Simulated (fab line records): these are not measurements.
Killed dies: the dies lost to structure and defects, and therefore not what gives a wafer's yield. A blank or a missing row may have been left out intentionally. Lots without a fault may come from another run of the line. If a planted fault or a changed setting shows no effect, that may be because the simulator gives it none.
Matching of chambers :: flow gf180mcu :: pecvd-02 running GF_V5_CVD_02: 3 sister chambers
The step deposits SiO2 from TEOS, target thk 1450 nm, time 163.28 s. 16 wafers are shown with their chamber, then 8 later ones without.

== WAFERS PAIRED WITH THEIR CHAMBERS ==
wafer: L074.1
chamber: 2
heater_power_w (W): 698

wafer: L074.2
chamber: 1
heater_power_w (W): 603

wafer: L074.3
chamber: 0
heater_power_w (W): 739

wafer: L074.4
chamber: 1
heater_power_w (W): 643

wafer: L074.5
chamber: 2
heater_power_w (W): 763

wafer: L074.6
chamber: 0
heater_power_w (W): 783

wafer: L083.1
chamber: 0
heater_power_w (W): 735

wafer: L083.2
chamber: 1
heater_power_w (W): 633

wafer: L083.4
chamber: 1
heater_power_w (W): 682

wafer: L085.4
chamber: 2
heater_power_w (W): 780

wafer: L085.5
chamber: 1
heater_power_w (W): 673

wafer: L085.6
chamber: 0
heater_power_w (W): 797

wafer: L090.1
chamber: 1
heater_power_w (W): 632

wafer: L090.2
chamber: 2
heater_power_w (W): 769

wafer: L090.5
chamber: 1
heater_power_w (W): 687

wafer: L092.1
chamber: 1
heater_power_w (W): 626

SIGNATURES (averages over the wafers above)
reading: heater_power_w
chamber 0: 763.50
chamber 1: 647.38
chamber 2: 752.50
scatter within a chamber: 32
Rule: for each reading, subtract the chamber's mean from the wafer's reading, divide by that reading's scatter and square the result; add these up over the readings and take the root, which gives the wafer's distance from the chamber. The wafer belongs to the nearest chamber; if the next one is less than 2 further off, it can't be placed. How the scatter is found: for the shown wafers, subtract from each reading the mean of its chamber, square and add these, divide the total by (wafers less chambers), then take the root.

== WAFERS WITH NO CHAMBER GIVEN ==
wafer: L092.2
heater_power_w (W): 741

wafer: L092.5
heater_power_w (W): 682

wafer: L093.1
heater_power_w (W): 645

wafer: L093.4
heater_power_w (W): 545

wafer: L093.6
heater_power_w (W): 765

wafer: L097.2
heater_power_w (W): 755

wafer: L097.5
heater_power_w (W): 818

wafer: L097.6
heater_power_w (W): 755

== THE CHAMBER EACH PASSED THROUGH ==
wafer: L092.2
from the rows above: can't be placed: 2 or 0
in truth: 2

wafer: L092.5
from the rows above: can't be placed: 1 or 2 or 0
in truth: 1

wafer: L093.1
from the rows above: 1
in truth: 1

wafer: L093.4
from the rows above: 1
in truth: 1

wafer: L093.6
from the rows above: can't be placed: 0 or 2
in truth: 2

wafer: L097.2
from the rows above: can't be placed: 2 or 0
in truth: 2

wafer: L097.5
from the rows above: can't be placed: 0 or 2
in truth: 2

wafer: L097.6
from the rows above: can't be placed: 2 or 0
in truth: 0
Placed correctly: 2 of 8. These rows do not allow placing 6 (true chamber among the candidates in 6). Number placed wrongly: 0.
